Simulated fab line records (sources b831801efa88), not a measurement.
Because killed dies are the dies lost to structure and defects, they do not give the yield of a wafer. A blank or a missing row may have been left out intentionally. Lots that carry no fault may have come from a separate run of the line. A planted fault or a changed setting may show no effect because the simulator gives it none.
fab line records | flow sky130
record lots=5 wafers=15 lastDay=49
route steps=708 shown GATE_OXIDE@202 POLY_GATE@204 RES_PROTECT@206 LDD_N@237 PAD_OPEN@708
lots that met no fault: taken from a fault-free run of the same line
startH: hours from the record's first day to the start of the lot's first wafer shown | waitH: hours since the lot's step before | " unchanged from the row above | L1.1+2: a row that stands for several wafers | - no value, or no start given | * or withheld: withheld | < > ~ a bound
route shown NAME@n: names a module that has steps shown in the file, with the first one's number in the route | usual: mean/standard deviation of fault-free wafers | same: alike in all rows | chamber/n: place in a boat | sites: readings site by site | _std_site: standard deviation across them | _edge_site: the outer-site mean with the inner-site mean subtracted | radiusMm: how far each site lies from the wafer's centre | mask NAME#n: copy n | behind: the tool/chamber that last shaped the wafer | hold: what put the lot on hold/how long, in hours/how the hold closed | device: the transistor (n, p or np) that didn't switch | end of line: the route-end tests of the same wafers | step lacking rows: just its recipe | killed: dies that structure and defects cost at the first sort, which is not the same as the wafer's yield | map: per-die view of a wafer (x killed, . not killed, _ where there is no die)
set.NAME: the setting as run; set.NAME@STEP: as run at that earlier step | model.NAME: the simulator's own value behind a step, which no gauge read
lots at some steps of the route; a table a step, a row a wafer
services: when a tool's chamber went out of use (startH, in hours from the record's first day, below 0 if earlier), for how many hours, and the reason
## steps
# step SKY_GATE_OXIDE_CLEAN_15
# recipe chemistry=SC1/SC2 mix=1:4:20 tempC=70 timeS=150 dry=n2Spin
# step SKY_GATE_OXIDE_OXIDATION_16
# recipe tempC=800 ambient=O2 idleTempC=700 rampUpCPerMin=10 rampDownCPerMin=3 stabiliseS=600 purgeS=300 targetThkA=35.7 oxTimeS=1915
# step SKY_POLY_GATE_CVD_00
# recipe material=poly-Si targetThkNm=180 tempC=620 timeS=720 pressureMtorr=200
# step SKY_POLY_GATE_THK_MEAS_01
# recipe reads=poly-Si_of_POLY_GATE_CVD_00
# usual POLY_GATE_CVD_00_THK=179.3/1.7
# columns lot.wafer tool chamber startH waitH POLY_GATE_CVD_00_THK[nm]
L840.2 filmMetro-01 - 324.32 0.0 180.3
L840.3 " - " " 181.3
L840.5 " - " " 180.7
L843.1 filmMetro-04 - 338.21 0.0 181.9
L843.3 " - " " 178.6
L843.4 " - " " 180.5
L847.1 filmMetro-02 - 382.60 0.0 177.2
L847.3 " - " " 178.8
L847.4 " - " " 178.9
L855.1 filmMetro-01 - 453.08 0.0 176.7
L855.4 " - " " 178.6
L855.5 " - " " 178.2
L856.3 filmMetro-01 - 465.15 0.0 179.7
L856.4 " - " " 179.6
L856.5 " - " " 181.1
# step SKY_RES_PROTECT_DEHYDRATE_00
# recipe tempC=200 timeS=60
# step SKY_RES_PROTECT_HMDS_01
# recipe primeTimeS=60 primeTempC=120
# step SKY_RES_PROTECT_COAT_02
# recipe resist=NOVOLAK spinRpm=3000 resistThkNm=1140
# step SKY_RES_PROTECT_SOFTBAKE_03
# recipe tempC=90 timeS=60 resist=NOVOLAK
# step SKY_RES_PROTECT_EXPOSE_04
# recipe maskId=RPM na=0.6 sourceShape=conventional sigmaOuter=0.6 polarization=unpolarized targetCdNm=1270 doseMj=131
# step SKY_RES_PROTECT_PEB_05
# recipe tempC=withheld timeS=* resist=NOVOLAK
# step SKY_RES_PROTECT_DEVELOP_06
# recipe resist=NOVOLAK developer=TMAH developTimeS=60 devTempC=23
# step SKY_POLY_GATE_IMPLANT_02
# recipe species=P energyKev=30 doseCm2=7.7e+15 tiltDeg=0
# step SKY_RES_PROTECT_STRIP_07
# recipe chemistry=O2/N2 powerW=1400 pressureMtorr=1500 platenTempC=withheld o2FlowSccm=3000 n2FlowSccm=300 overashFraction=0.5
# usual drypumpMotorCurrentA=5.7/0.58 n2FlowSccm=300.1/0.83 o2FlowSccm=2998/9.2 oesProductAu=0.518/0.0044 stripTimeToEndpointS=23.30/0.044
# columns lot.wafer tool chamber startH waitH drypumpMotorCurrentA n2FlowSccm o2FlowSccm oesProductAu rfHoursCounterH stripTimeToEndpointS
L840.2 plasmaAsher-04 0 350.32 0.1 6.5 301.5 3003 0.512 23 23.24
L840.3 " 1 " " 5.3 299.8 2986 0.521 - 23.27
L840.5 " 0 " " 6.6 301.9 3019 0.519 - 23.27
L843.1 plasmaAsher-03 1 366.17 0.1 5.9 299.2 2989 0.516 68 23.32
L843.3 " 1 " " 5.9 299.6 3012 0.520 - 23.25
L843.4 " 0 " " 6.0 301.6 3004 0.510 - 23.34
L847.1 plasmaAsher-01 1 411.52 0.1 6.1 300.1 3000 0.514 59 23.30
L847.3 " 0 " " 4.9 300.3 2993 0.517 - 23.30
L847.4 " 1 " " 6.1 300.0 2998 0.519 - 23.31
L855.1 plasmaAsher-01 1 484.22 0.1 6.0 302.4 2995 0.507 67 23.31
L855.4 " 1 " " 6.1 300.8 3009 0.529 - 23.30
L855.5 " 0 " " 4.9 299.2 3007 0.515 - 23.34
L856.3 plasmaAsher-04 0 496.08 0.1 6.6 299.9 2983 0.519 - 23.36
L856.4 " 1 " " 5.3 300.2 2988 0.520 - 23.26
L856.5 " 0 " " 6.6 299.8 2989 0.518 - 23.34
# step SKY_RES_PROTECT_TW_MEAS_08
# usual POLY_GATE_TW=4054/34
# columns lot.wafer tool chamber startH waitH POLY_GATE_TW
L840.2 filmMetro-04 - 350.43 0.1 4104
L840.3 " - " " 4121
L840.5 " - " " 4135
L843.1 filmMetro-01 - 366.27 0.1 4064
L843.3 " - " " 4058
L843.4 " - " " 4044
L847.1 filmMetro-03 - 411.62 0.1 4031
L847.3 " - " " 4033
L847.4 " - " " 4060
L855.1 filmMetro-03 - 484.32 0.1 4014
L855.4 " - " " 4039
L855.5 " - " " 4046
L856.3 filmMetro-04 - 496.17 0.1 4095
L856.4 " - " " 4099
L856.5 " - " " 4070
# step SKY_RES_PROTECT_CLEAN_09
# recipe chemistry=SC1/SC2 mix=1:4:20 tempC=70 timeS=150 dry=n2Spin
# step SKY_POLY_GATE_CVD_03
# recipe material=Si3N4 precursor=DCS/NH3 targetThkNm=75 tempC=770 timeS=1290 pressureMtorr=250
# step SKY_POLY_GATE_THK_MEAS_04
# recipe reads=Si3N4_of_POLY_GATE_CVD_03
# usual POLY_GATE_CVD_03_THK=75.6/0.75
# columns lot.wafer tool chamber startH waitH POLY_GATE_CVD_03_THK[nm]
L840.2 filmMetro-01 - 351.95 0.0 75.0
L840.3 " - " " 75.4
L840.5 " - " " 75.1
L843.1 filmMetro-01 - 368.04 0.0 76.3
L843.3 " - " " 76.9
L843.4 " - " " 76.0
L847.1 filmMetro-04 - 413.09 0.0 74.4
L847.3 " - " " 74.7
L847.4 " - " " 75.1
L855.1 filmMetro-04 - 486.88 0.0 75.9
L855.4 " - " " 75.9
L855.5 " - " " 75.9
L856.3 filmMetro-02 - 499.45 0.0 75.7
L856.4 " - " " 75.7
L856.5 " - " " 76.2
# step SKY_POLY_GATE_DEHYDRATE_05
# recipe tempC=200 timeS=60
# step SKY_POLY_GATE_HMDS_06
# recipe primeTimeS=60 primeTempC=120
# step SKY_POLY_GATE_COAT_07
# recipe resist=BARC tempC=withheld timeS=withheld spinRpm=3000 resistThkNm=110
# step SKY_POLY_GATE_COAT_08
# recipe resist=KrF-thick spinRpm=3000 resistThkNm=450
# step SKY_POLY_GATE_SOFTBAKE_09
# recipe tempC=100.9 timeS=90 resist=KrF-thick
# step SKY_POLY_GATE_EXPOSE_10
# recipe maskId=P1M na=0.68 sourceShape=conventional sigmaOuter=0.6 targetCdNm=150 doseMj=28
# step SKY_POLY_GATE_PEB_11
# recipe pebTempC=withheld pebTimeS=withheld resist=KrF-thick
# step SKY_POLY_GATE_DEVELOP_12
# recipe developTimeS=60 resist=KrF-thick devTempC=21
# step SKY_POLY_GATE_CD_MEAS_13
# recipe targetCdNm=150
# usual cdNm=149.8/1.7
# columns lot.wafer tool chamber startH waitH cdNm
L840.2 cdSem-02 - 380.49 - 151.3
L840.3 " - " " 153.4
L840.5 " - " " 151.3
L843.1 cdSem-01 - 396.50 - 150.7
L843.3 " - " " 150.1
L843.4 " - " " 152.1
L847.1 cdSem-02 - 443.80 - 149.8
L847.3 " - " " 150.2
L847.4 " - " " 150.8
L855.1 cdSem-02 - 517.82 - 149.8
L855.4 " - " " 150.2
L855.5 " - " " 150.3
L856.3 cdSem-02 - 530.24 - 149.3
L856.4 " - " " 150.2
L856.5 " - " " 150.7
# step SKY_POLY_GATE_OVL_MEAS_14
# usual POLY_GATE_OVL=-1/5.4
# columns lot.wafer tool chamber startH waitH POLY_GATE_OVL[nm]
L840.2 overlay-01 - 380.60 0.1 1
L840.3 " - " " 4
L840.5 " - " " -3
L843.1 overlay-02 - 396.62 0.1 4
L843.3 " - " " -1
L843.4 " - " " 2
L847.1 overlay-01 - 443.92 0.1 5
L847.3 " - " " -2
L847.4 " - " " -7
L855.1 overlay-01 - 517.94 0.1 9
L855.4 " - " " 1
L855.5 " - " " 3
L856.3 overlay-02 - 530.33 0.1 -6
L856.4 " - " " -10
L856.5 " - " " -5
# step SKY_POLY_GATE_ETCH_15
# recipe chemistry=N2/H2 target=BARC ionEnergyEv=200 sourceW=500 biasW=100 pressureMtorr=30 n2FlowSccm=100 h2FlowSccm=200 stopOn=SiO2 timeS=118.5 targetDepthA=1100
# usual biasW=100.05/0.3 drypumpMotorCurrentA=5.7/0.52 n2FlowSccm=100.0/0.32 oesProductAu=0.717/0.0046 throttleValvePct=13.213/0.0084
# columns lot.wafer tool chamber startH waitH biasW drypumpMotorCurrentA n2FlowSccm oesProductAu rfHoursCounterH throttleValvePct
L840.2 rieDiel-02 3 380.63 0.0 99.90 5.4 99.3 0.727 10 13.205
L840.3 " 0 " " 100.80 6.4 100.4 0.724 89 13.218
L840.5 " 0 " " 100.13 6.4 100.3 0.720 - 13.210
L843.1 rieDiel-02 3 396.66 0.0 100.37 5.4 99.8 0.706 10 13.222
L843.3 " 2 " " 100.10 5.7 99.7 0.716 109 13.207
L843.4 " 0 " " 100.23 6.4 100.6 0.718 90 13.194
L847.1 rieDiel-04 1 443.96 0.0 100.06 5.1 100.0 0.718 79 13.201
L847.3 " 0 " " 99.93 6.0 99.1 0.715 23 13.209
L847.4 " 3 " " 100.25 5.3 100.0 0.718 - 13.202
L855.1 rieDiel-04 0 517.97 0.0 100.44 6.0 100.1 0.715 25 13.217
L855.4 " 3 " " 100.29 5.3 99.6 0.713 12 13.211
L855.5 " 2 " " 99.86 5.7 100.3 0.725 - 13.214
L856.3 rieDiel-04 3 530.36 0.0 100.74 5.3 100.1 0.717 12 13.201
L856.4 " 1 " " 99.98 5.1 100.5 0.724 81 13.226
L856.5 " 2 " " 100.05 5.8 100.0 0.717 - 13.216
# step SKY_POLY_GATE_ETCH_16
# recipe stopOn=poly-Si chemistry=CH3F/O2 target=Si3N4 sourceW=400 biasW=80 pressureMtorr=25 ch3fFlowSccm=40 O2_flow_sccm=30 timeS=147.5 targetDepthA=750
# usual biasW=79.99/0.26 ch3fFlowSccm=40.00/0.12 drypumpMotorCurrentA=5.7/0.52 oesProductAu=0.642/0.005 throttleValvePct=10.536/0.0099
# columns lot.wafer tool chamber startH waitH biasW ch3fFlowSccm drypumpMotorCurrentA oesProductAu rfHoursCounterH throttleValvePct
L840.2 rieDiel-02 3 380.71 0.0 80.17 39.92 5.4 0.640 10 10.535
L840.3 " 0 " " 80.48 40.01 6.4 0.642 89 10.543
L840.5 " 0 " " 79.85 40.00 6.4 0.637 - 10.522
L843.1 rieDiel-02 3 396.74 0.0 79.82 40.04 5.4 0.650 10 10.536
L843.3 " 2 " " 79.80 39.76 5.7 0.651 109 10.536
L843.4 " 0 " " 80.19 39.90 6.4 0.646 90 10.542
L847.1 rieDiel-04 1 444.04 0.0 80.13 40.02 5.1 0.644 79 10.546
L847.3 " 0 " " 79.67 40.01 6.0 0.634 23 10.533
L847.4 " 3 " " 79.82 40.10 5.3 0.640 - 10.533
L855.1 rieDiel-04 0 518.06 0.0 79.86 39.99 6.0 0.647 25 10.549
L855.4 " 3 " " 79.90 40.04 5.3 0.640 12 10.520
L855.5 " 2 " " 79.88 39.98 5.8 0.638 - 10.535
L856.3 rieDiel-04 3 530.44 0.0 79.77 39.87 5.3 0.647 12 10.545
L856.4 " 1 " " 79.98 40.09 5.1 0.645 81 10.543
L856.5 " 2 " " 79.77 40.04 5.7 0.643 - 10.523
# step SKY_POLY_GATE_ETCH_17
# recipe targetDepthNm=180 stopOn=SiO2 overEtchFrac=0.56667 chemistry=HBr/Cl2 target=poly-Si icpW=400 biasW=100 pressureMtorr=10 HBr_flow_sccm=150 Cl2_flow_sccm=50 timeS=67.32
# usual biasW=100.03/0.25 drypumpMotorCurrentA=5.6/0.38 oesProductAu=0.994/0.0068 throttleValvePct=33.684/0.0093
# same overEtchFrac=0.56667
# columns lot.wafer tool chamber startH waitH biasW drypumpMotorCurrentA oesProductAu rfHoursCounterH throttleValvePct
L840.2 rieSi-02 0 380.81 0.0 100.01 6.2 0.992 51 33.684
L840.3 " 1 " " 100.41 5.5 0.996 2 33.698
L840.5 " 3 " " 100.51 5.2 1.002 - 33.688
L843.1 rieSi-01 2 396.84 0.0 99.86 4.9 0.996 0 33.680
L843.3 " 3 " " 99.93 5.9 0.990 1 33.670
L843.4 " 3 " " 99.71 5.9 0.991 - 33.689
L847.1 rieSi-01 3 444.14 0.0 99.85 5.9 0.976 1 33.668
L847.3 " 0 " " 100.27 5.7 0.991 0 33.669
L847.4 " 1 " " 99.89 5.6 0.992 4 33.702
L855.1 rieSi-01 2 518.15 0.0 100.18 4.9 1.002 1 33.674
L855.4 " 0 " " 99.62 5.7 0.996 1 33.669
L855.5 " 0 " " 100.07 5.7 0.996 - 33.679
L856.3 rieSi-02 2 530.54 0.0 100.27 5.9 0.993 0 33.689
L856.4 " 2 " " 100.50 5.9 0.987 - 33.676
L856.5 " 1 " " 99.69 5.4 0.991 - 33.693
# step SKY_POLY_GATE_STRIP_18
# recipe chemistry=O2/N2 powerW=1400 pressureMtorr=1500 platenTempC=withheld o2FlowSccm=3000 n2FlowSccm=300 overashFraction=0.5
# usual drypumpMotorCurrentA=5.7/0.55 n2FlowSccm=300.0/0.99 o2FlowSccm=2999/8.7 oesProductAu=0.363/0.0045 stripTimeToEndpointS=3.206/0.029
# columns lot.wafer tool chamber startH waitH drypumpMotorCurrentA n2FlowSccm o2FlowSccm oesProductAu rfHoursCounterH stripTimeToEndpointS
L840.2 plasmaAsher-04 0 380.86 0.0 6.6 299.7 3000 0.363 26 3.226
L840.3 " 0 " " 6.6 300.7 2998 0.360 - 3.180
L840.5 " 1 " " 5.3 300.8 3006 0.355 - 3.163
L843.1 plasmaAsher-04 0 396.89 0.0 6.5 298.4 2995 0.375 28 3.226
L843.3 " 0 " " 6.6 300.4 3012 0.365 - 3.209
L843.4 " 1 " " 5.3 302.0 3000 0.352 - 3.180
L847.1 plasmaAsher-02 1 444.19 0.0 5.5 299.9 2986 0.356 1 3.236
L847.3 " 0 " " 4.9 299.0 2997 0.375 - 3.219
L847.4 " 1 " " 5.5 301.1 2998 0.367 - 3.226
L855.1 plasmaAsher-02 0 518.21 0.0 4.9 299.6 3004 0.365 8 3.188
L855.4 " 1 " " 5.6 299.0 2996 0.362 - 3.206
L855.5 " 1 " " 5.6 299.5 2998 0.357 - 3.195
L856.3 plasmaAsher-03 1 530.63 0.1 5.9 301.3 2988 0.361 - 3.224
L856.4 " 0 " " 6.1 300.7 3013 0.362 - 3.256
L856.5 " 1 " " 5.9 300.2 2990 0.364 - 3.199
# step SKY_POLY_GATE_CLEAN_19
# recipe chemistry=SC1/SC2 mix=1:4:20 tempC=70 timeS=150 dry=n2Spin
# step SKY_POLY_GATE_OXIDATION_20
# recipe tempC=850 ambient=O2 stabiliseS=600 purgeS=300 targetThkA=40 oxTimeS=899
# step SKY_POLY_GATE_THK_MEAS_21
# recipe reads=SiO2_of_POLY_GATE_OXIDATION_20
# usual POLY_GATE_OXIDATION_THK=3.99/0.09
# columns lot.wafer tool chamber startH waitH POLY_GATE_OXIDATION_THK[nm]
L840.2 filmMetro-04 - 382.98 0.0 4.09
L840.3 " - " " 4.10
L840.5 " - " " 4.07
L843.1 filmMetro-04 - 399.73 0.0 4.06
L843.3 " - " " 3.96
L843.4 " - " " 3.94
L847.1 filmMetro-01 - 445.59 0.0 3.90
L847.3 " - " " 3.92
L847.4 " - " " 3.92
L855.1 filmMetro-02 - 519.61 0.0 3.91
L855.4 " - " " 3.94
L855.5 " - " " 3.97
L856.3 filmMetro-01 - 532.01 0.0 3.97
L856.4 " - " " 4.04
L856.5 " - " " 4.06
# step SKY_POLY_GATE_CD_MEAS_22
# usual cdNm=150.0/2.2
# columns lot.wafer tool chamber startH waitH cdNm
L840.2 cdSem-01 - 383.06 0.1 154.3
L840.3 " - " " 152.4
L840.5 " - " " 152.2
L843.1 cdSem-01 - 399.79 0.1 151.6
L843.3 " - " " 149.3
L843.4 " - " " 153.0
L847.1 cdSem-01 - 445.65 0.1 148.4
L847.3 " - " " 149.4
L847.4 " - " " 149.4
L855.1 cdSem-02 - 519.67 0.1 152.6
L855.4 " - " " 150.1
L855.5 " - " " 150.4
L856.3 cdSem-01 - 532.11 0.1 149.2
L856.4 " - " " 147.6
L856.5 " - " " 151.5
# step SKY_LDD_N_DEHYDRATE_00
# recipe tempC=200 timeS=60
# step SKY_LDD_N_HMDS_01
# recipe primeTimeS=60 primeTempC=120
# step SKY_LDD_N_COAT_02
# recipe resist=NOVOLAK spinRpm=3000 resistThkNm=300
# step SKY_LDD_N_SOFTBAKE_03
# recipe tempC=90 timeS=60 resist=NOVOLAK
# step SKY_LDD_N_EXPOSE_04
# recipe maskId=NTM targetCdNm=840 na=0.6 sourceShape=conventional sigmaOuter=0.6 doseMj=110
# step SKY_LDD_N_PEB_05
# recipe tempC=withheld timeS=* resist=NOVOLAK
# step SKY_LDD_N_DEVELOP_06
# recipe developTimeS=60 devTempC=23
# step SKY_PAD_OPEN_PROBE_99
# usual killed_at_M0_to_M3=44/6.2 killed_at_M4_up=3.3/1.7 killedAtContacts=24/4.9 killedAtFrontEnd=16/5 killedAtOther=0.3/0.48 killedDies=88/9 killedOpen=48/7 killedShort=39/6.1
# same grossDies=492 killedAtBackSide=0
# columns lot.wafer tool chamber startH waitH killed_at_M0_to_M3 killed_at_M4_up killedAtContacts killedAtFrontEnd killedAtOther killedDies killedOpen killedShort
L840.3 prober-02 - 1085.84 0.2 43 3 24 27 0 97 48 45
L843.1 prober-02 - 1102.77 0.1 41 1 30 12 0 84 40 43
L843.3 prober-02 - 1102.87 0.2 38 3 31 7 0 79 45 34
L847.1 prober-01 - 1129.97 0.1 47 7 19 18 0 91 52 39
L847.3 prober-01 - 1130.07 0.2 46 7 21 28 0 102 54 45
L847.4 prober-01 - 1130.12 0.2 54 4 28 10 1 97 52 44
L855.1 prober-01 - 1171.53 0.1 33 5 20 13 65 136 36 35
L855.4 prober-01 - 1171.68 0.2 33 3 19 16 61 132 39 32
L855.5 prober-01 - 1171.73 0.2 43 0 13 15 75 146 39 32
L856.3 prober-02 - 1186.47 0.2 44 2 31 9 0 86 48 38
# killed by level:class
L840.3 VIA1:geometricParticle:open=12 CONTACT:geometricParticle:open=8 LI_CONTACT:geometricParticle:open=7 FIELD_ISO:geometricParticle:short=6 METAL1:geometricParticle:short=6 POLY_GATE:geometricParticle:short=6 VIA3:geometricParticle:open=6 FIELD_ISO:geometricParticle:open=5
L843.1 CONTACT:geometricParticle:open=14 VIA1:geometricParticle:open=10 METAL1:geometricParticle:short=8 LOCAL_INTERCONNECT:geometricParticle:short=5 VIA2:geometricParticle:open=5 FIELD_ISO:geometricParticle:short=4 LI_CONTACT:geometricParticle:short=4 CONTACT:geometricParticle:short=4
L843.3 CONTACT:geometricParticle:open=13 VIA1:geometricParticle:open=11 VIA2:geometricParticle:open=8 METAL1:geometricParticle:short=6 LOCAL_INTERCONNECT:geometricParticle:short=5 CONTACT:geometricParticle:short=5 LI_CONTACT:geometricParticle:open=4 VIA2:geometricParticle:short=3
L847.1 VIA1:geometricParticle:open=13 METAL2:geometricParticle:short=9 VIA2:geometricParticle:open=7 CONTACT:geometricParticle:open=6 VIA3:geometricParticle:open=6 LOCAL_INTERCONNECT:geometricParticle:short=5 METAL4:geometricParticle:short=5 FIELD_ISO:geometricParticle:open=4
L847.3 VIA1:geometricParticle:open=13 VIA3:geometricParticle:open=9 FIELD_ISO:geometricParticle:short=6 POLY_GATE:geometricParticle:short=6 LI_CONTACT:geometricParticle:open=6 CONTACT:geometricParticle:open=6 VIA2:geometricParticle:short=6 FIELD_ISO:geometricParticle:open=5
L847.4 VIA1:geometricParticle:open=11 VIA2:geometricParticle:open=11 METAL2:geometricParticle:short=9 VIA3:geometricParticle:open=9 LI_CONTACT:geometricParticle:open=8 CONTACT:geometricParticle:short=6 FIELD_ISO:geometricParticle:short=5 LI_CONTACT:geometricParticle:short=5
L855.1 RES_PROTECT:unspecified=65 CONTACT:geometricParticle:open=7 LI_CONTACT:geometricParticle:open=7 VIA3:geometricParticle:open=6 METAL2:geometricParticle:short=6 METAL1:geometricParticle:short=5 VIA1:geometricParticle:open=5 FIELD_ISO:geometricParticle:open=4
L855.4 RES_PROTECT:unspecified=61 VIA2:geometricParticle:open=9 VIA1:geometricParticle:open=9 CONTACT:geometricParticle:open=6 METAL1:geometricParticle:short=5 POLY_GATE:geometricParticle:short=4 LI_CONTACT:geometricParticle:open=4 LOCAL_INTERCONNECT:geometricParticle:short=4
L855.5 RES_PROTECT:unspecified=75 VIA2:geometricParticle:open=6 LOCAL_INTERCONNECT:geometricParticle:short=6 VIA1:geometricParticle:open=6 VIA3:geometricParticle:open=6 VIA1:geometricParticle:short=5 METAL2:geometricParticle:short=4 GATE_OXIDE:geometricParticle:open=3
L856.3 LI_CONTACT:geometricParticle:open=9 VIA3:geometricParticle:open=9 CONTACT:geometricParticle:open=8 VIA1:geometricParticle:open=8 LOCAL_INTERCONNECT:geometricParticle:short=5 METAL1:geometricParticle:short=5 VIA1:geometricParticle:short=5 METAL2:geometricParticle:short=5
# map L855.5 (x killed, . not)
__________......x..._________
________...x.xx......._______
______.......x..xx..x..._____
_____.............x.x....____
____..x...........xxx...x.___
___......x.......x.....x...__
__....x..x.xx.....x..xx....._
_x.........x....x........xx..
_.x..............x.x.........
_....x..............xx....x..
_x......x..........x.......x.
_.............x.....x........
_...x.x...x...x.x.x.xx.......
_....x..x....xx.xxxxxx.....x.
_..xxxxx....x.xxxxxxxx.x.x..x
__..........xxxxxxxxxxxx...._
___....x...x.xxxxxxxxxx..x.__
____....x..x..xxxxxxxxx.x.___
_____.....xx..xxxxxxxxx..____
______...xx....xxxx.xx.._____
________..x.x.x.xxxxxx_______
__________..x.....x._________
# map L847.3 (x killed, . not)
__________........x._________
________.x.x..x..x...._______
______.....xx.xx..x...x._____
_____x..xxxx......x......____
____.....x................___
___.x.....xx..............x__
__....x..x.........x...x...._
_..xx...........x.....x.x..xx
_.....x.x.........x..........
_..x..xxx..x....x............
_..........x.x......x........
_..x....x.x.x.........x..x...
_........x.......x...x...xx.x
_x......xx...x.xx.x.......x..
_x...x..............x.xxx...x
__....x...xxx....xx..xxx...._
___.x...x..x...x...........__
____....x....x........x...___
_____..xx.....x....x.....____
______x.x...x...x.xxxx.._____
________............x._______
__________x........._________
## services
# columns tool chamber startH hours kind
plasmaAsher-03 - 338.23 4.0 repair
rieSi-02 1 339.07 13.7 repair
rieDiel-02 0 339.60 7.6 repair
rieDiel-04 2 348.23 7.4 repair
rieDiel-02 - 354.53 0.7 repair
rieDiel-04 1 357.35 8.5 repair
rieSi-01 3 364.11 5.9 repair
rieDiel-02 3 384.89 6.0 repair
plasmaAsher-03 - 386.30 14.6 pm
plasmaAsher-02 - 416.88 3.7 repair
plasmaAsher-02 - 421.25 9.0 pm
rieSi-02 - 423.36 0.3 repair
rieDiel-04 2 434.85 - clean
rieDiel-04 2 434.85 18.9 scheduledDown
rieDiel-04 1 436.78 2.5 repair
rieSi-02 0 447.74 12.9 repair
rieSi-02 - 469.17 0.6 repair
plasmaAsher-03 - 471.61 2.8 pm
rieDiel-02 3 473.82 39.4 repair
plasmaAsher-03 - 477.05 4.3 pm
plasmaAsher-02 - 478.98 2.8 pm
rieSi-02 - 488.15 0.5 repair
rieSi-02 0 515.70 7.1 repair
rieSi-02 - 515.71 2.8 pm
## key
firstSign step=SKY_PAD_OPEN_PROBE_99 reading=killedAtOther direction=up sigmas=67 usual=0.3 struck=67
effect step=SKY_PAD_OPEN_PROBE_99 reading=killedDies direction=up sigmas=5.5 usual=88 struck=138
metAt SKY_RES_PROTECT_STRIP_07
struckWafers L855.1,L855.4,L855.5
testerLeftOut L855
onsetBetween 411.52 484.22
alsoFits SKY_POLY_GATE_ETCH_17:rieSi-01,SKY_POLY_GATE_STRIP_18:plasmaAsher-02
fault kind=chamberParticleSource tool=plasmaAsher-01 chamber=- onsetH=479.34 steps=SKY_RES_PROTECT_STRIP_07 ratePerVisitCm2=1.6332 endH=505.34
# testerLeftOut: of these lots the tester's yield and bins aren't shown, on N5 and GAA mostly nor the transistor test; their killed dies are dies lost to structure and defects alone, not to doping, threshold or leakage, so they don't give the yield
